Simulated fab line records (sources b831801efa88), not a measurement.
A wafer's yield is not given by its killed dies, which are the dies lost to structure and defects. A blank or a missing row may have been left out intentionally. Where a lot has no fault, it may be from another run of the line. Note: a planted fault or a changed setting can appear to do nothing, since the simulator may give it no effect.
Chamber matching :: flow sky130 :: pecvd-01 running SKY_CAPM_CVD_00: 3 sister chambers
The step deposits SiO2, target thk 15.5 nm. 6 wafers are shown with their chamber, then 10 later ones without.

== WAFERS, EACH WITH ITS CHAMBER ==
wafer: L081.6
chamber: 2
heater power w (W): 728

wafer: L082.5
chamber: 2
heater power w (W): 711

wafer: L085.1
chamber: 0
heater power w (W): 699

wafer: L085.4
chamber: 0
heater power w (W): 681

wafer: L088.3
chamber: 1
heater power w (W): 783

wafer: L088.4
chamber: 1
heater power w (W): 804

== WAFERS WITHOUT THEIR CHAMBER ==
wafer: L088.5
heater power w (W): 561

wafer: L089.4
heater power w (W): 704

wafer: L089.5
heater power w (W): 673

wafer: L089.6
heater power w (W): 671

wafer: L095.3
heater power w (W): 746

wafer: L095.4
heater power w (W): 647

wafer: L095.5
heater power w (W): 744

wafer: L097.1
heater power w (W): 809

wafer: L097.3
heater power w (W): 657

wafer: L097.4
heater power w (W): 647

== EACH ONE'S CHAMBER ==
wafer: L088.5
from the rows above: 0
in truth: 0

wafer: L089.4
from the rows above: can't be placed: 0 or 2
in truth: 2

wafer: L089.5
from the rows above: 0
in truth: 0

wafer: L089.6
from the rows above: 0
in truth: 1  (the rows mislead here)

wafer: L095.3
from the rows above: can't be placed: 2 or 1
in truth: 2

wafer: L095.4
from the rows above: 0
in truth: 0

wafer: L095.5
from the rows above: can't be placed: 2 or 1
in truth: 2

wafer: L097.1
from the rows above: 1
in truth: 1

wafer: L097.3
from the rows above: 0
in truth: 0

wafer: L097.4
from the rows above: 0
in truth: 0
Placed correctly: 6 of 10. Can't be placed from these rows: 3 (the true chamber is among the candidates in 3). Number placed wrongly: 1.
How it was worked out, from the rows above alone: a wafer's distance from a chamber is the root of the sum, over the readings, of the square of ((its reading less the chamber's mean) divided by the reading's scatter). The wafer belongs to the nearest chamber; if the next one is less than 2 further off, it can't be placed. A chamber's mean is the mean of its shown wafers. The scatter: take each reading less its chamber's mean, square it, sum over the shown wafers, divide by the number of wafers less the number of chambers, and take the root.
